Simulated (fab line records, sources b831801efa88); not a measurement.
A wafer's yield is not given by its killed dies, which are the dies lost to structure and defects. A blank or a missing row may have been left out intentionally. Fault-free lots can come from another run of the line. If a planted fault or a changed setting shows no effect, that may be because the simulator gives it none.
Which of the tools did it?    flow gf180mcu    Sampling: 11 lots, 33 wafers, 6 of 602 route steps

## WHAT THE GAUGES READ, wafer by wafer
GF_M2_CD_MEAS_14: the cd target is 280 nm.
lot   measured      on        cdNm (nm)
L619  day 19 03:05  cdSem-02  279.9 279.8 280.7
L621  day 19 22:42  cdSem-01  278.6 279.4 279.5
L624  day 21 01:38  cdSem-02  283.4 282.4 281.5
L626  day 22 00:19  cdSem-01  278.7 280.2 278.3
L627  day 22 09:10  cdSem-01  278.5 279.7 279.4
L628  day 22 20:55  cdSem-02  280.0 278.2 278.5
L629  day 22 23:55  cdSem-01  280.7 280.8 281.1
L630  day 23 15:22  cdSem-01  279.4 277.3 279.0
L631  day 24 00:50  cdSem-01  280.0 278.6 279.0
L633  day 24 11:01  cdSem-01  279.2 278.7 278.1
L635  day 25 03:19  cdSem-02  280.2 280.7 280.3

GF_V2_RS_MEAS_24: uses a four-point probe to measure.
lot   measured      on            V2_W_RS (ohm/sq)
L619  day 20 05:38  filmMetro-03  0.322 0.321 0.328
L621  day 21 00:54  filmMetro-01  0.332 0.324 0.329
L624  day 22 03:32  filmMetro-03  0.322 0.330 0.322
L626  day 23 02:41  filmMetro-03  0.323 0.327 0.323
L627  day 23 10:53  filmMetro-01  0.324 0.322 0.323
L628  day 23 22:05  filmMetro-01  0.332 0.325 0.326
L629  day 24 00:33  filmMetro-04  0.327 0.333 0.333
L630  day 24 16:00  filmMetro-03  0.320 0.326 0.327
L631  day 25 01:37  filmMetro-04  0.328 0.341 0.333
L633  day 25 11:45  filmMetro-01  0.503 0.481 0.502
L635  day 26 03:31  filmMetro-01  0.513 0.504 0.497

GF_V2_THK_MEAS_25: measures by xrf.
lot   measured      on            V2_W_THK (nm)
L619  day 20 05:46  filmMetro-03  375 374 366
L621  day 21 01:01  filmMetro-01  355 365 358
L624  day 22 03:38  filmMetro-03  368 364 372
L626  day 23 02:48  filmMetro-03  365 363 368
L627  day 23 11:01  filmMetro-01  357 361 359
L628  day 23 22:12  filmMetro-01  350 355 355
L629  day 24 00:40  filmMetro-04  360 354 353
L630  day 24 16:07  filmMetro-03  370 362 361
L631  day 25 01:44  filmMetro-04  353 342 351
L633  day 25 11:52  filmMetro-01  232 245 234
L635  day 26 03:38  filmMetro-01  231 234 238

## TOOL THAT RAN EACH LOT (tool first, then ch and the chambers of the sampled wafers, then the start)
lot   GF_M2_SPUTTER_03             GF_V2_SPUTTER_21             GF_V2_CVD_23
L619  pvdSputter-02, day 18 03:28  pvdSputter-02, day 20 05:26  cvdW-01 ch 0,1, day 20 05:32
L621  pvdSputter-04, day 18 22:15  pvdSputter-03, day 21 00:40  cvdW-02 ch 0,1, day 21 00:46
L624  pvdSputter-02, day 20 01:20  pvdSputter-01, day 22 03:16  cvdW-02 ch 0,1, day 22 03:25
L626  pvdSputter-02, day 21 00:49  pvdSputter-03, day 23 02:21  cvdW-02 ch 0, day 23 02:27
L627  pvdSputter-03, day 21 09:53  pvdSputter-02, day 23 10:41  cvdW-02 ch 0,1, day 23 10:47
L628  pvdSputter-04, day 21 21:22  pvdSputter-02, day 23 21:52  cvdW-01 ch 0,1, day 23 21:58
L629  pvdSputter-03, day 22 00:55  pvdSputter-01, day 24 00:20  cvdW-01 ch 0,1, day 24 00:26
L630  pvdSputter-02, day 22 16:28  pvdSputter-01, day 24 15:47  cvdW-02 ch 0,1, day 24 15:53
L631  pvdSputter-02, day 23 02:19  pvdSputter-02, day 25 01:23  cvdW-01 ch 0,1, day 25 01:29
L633  pvdSputter-03, day 23 12:50  pvdSputter-01, day 25 11:32  cvdW-01 ch 0,1, day 25 11:38
L635  pvdSputter-04, day 24 05:17  pvdSputter-03, day 26 03:19  cvdW-01 ch 0,1, day 26 03:25
- GF_M2_SPUTTER_03: material Ti, target thk 10 nm, time 6.7 s.
- GF_V2_SPUTTER_21: material Ti, target thk 15 nm, time 80.02 s.
- GF_V2_CVD_23: deposits W, target thk 350 nm, time 104.94 s.

## WHAT THE TOOLS THEMSELVES READ (means of the sampled wafers that have a number; where no wafer has one, the mark that the record gives instead)
GF_M2_SPUTTER_03.
lot   tool           throttleValvePct (%)
L619  pvdSputter-02  29.9
L621  pvdSputter-04  30.0
L624  pvdSputter-02  28.9
L626  pvdSputter-02  29.3
L627  pvdSputter-03  29.5
L628  pvdSputter-04  30.5
L629  pvdSputter-03  29.4
L630  pvdSputter-02  30.8
L631  pvdSputter-02  29.8
L633  pvdSputter-03  29.4
L635  pvdSputter-04  30.5

GF_V2_SPUTTER_21.
lot   tool           throttleValvePct (%)
L619  pvdSputter-02  30.4
L621  pvdSputter-03  30.5
L624  pvdSputter-01  30.6
L626  pvdSputter-03  30.3
L627  pvdSputter-02  29.8
L628  pvdSputter-02  29.9
L629  pvdSputter-01  30.3
L630  pvdSputter-01  30.4
L631  pvdSputter-02  29.4
L633  pvdSputter-01  29.9
L635  pvdSputter-03  29.7

GF_V2_CVD_23.
lot   tool     heaterPowerW (W)
L619  cvdW-01  895
L621  cvdW-02  774
L624  cvdW-02  796
L626  cvdW-02  771
L627  cvdW-02  785
L628  cvdW-01  906
L629  cvdW-01  874
L630  cvdW-02  769
L631  cvdW-01  870
L633  cvdW-01  880
L635  cvdW-01  874

## THE ANSWER, worked out from the rows above alone
Rule: the usual values come from the lots themselves. The widest of any qualifying gaps counts: lots, ordered by their means at a reading, are off when they make up no more than a third of the lots, leave a main group of 4 or more, and stand apart from it by 3 or more times the standard deviation of that group's means. Not used: any main group whose means are identical at the precision the tables above print for the reading. Also off: a lot with no number at a reading for which 4 or more lots have one. All remaining lots with rows at the step are treated as sound. First the gauges in route order, then the tools' own readings, where a lot's mean is used as printed above. The first step at which some lot is off is used, and at that step the reading that is off furthest; a lot without a number counts as furthest.
Off: L633, L635, seen at GF_V2_RS_MEAS_24 (V2_W_RS). The main group has a mean of 0.327 ohm/sq with a standard deviation of 0.0036.
A tool fits if, at a process step before that reading, it ran every lot that is off, and no sound lot after the first of them. Gauges at GF_V2_RS_MEAS_24: tried the same way as those tools. This does not decide it: 2 tools fit, namely cvdW-01 at GF_V2_CVD_23 and filmMetro-01 at GF_V2_RS_MEAS_24.

## WHAT THE SIMULATOR HAD INSERTED
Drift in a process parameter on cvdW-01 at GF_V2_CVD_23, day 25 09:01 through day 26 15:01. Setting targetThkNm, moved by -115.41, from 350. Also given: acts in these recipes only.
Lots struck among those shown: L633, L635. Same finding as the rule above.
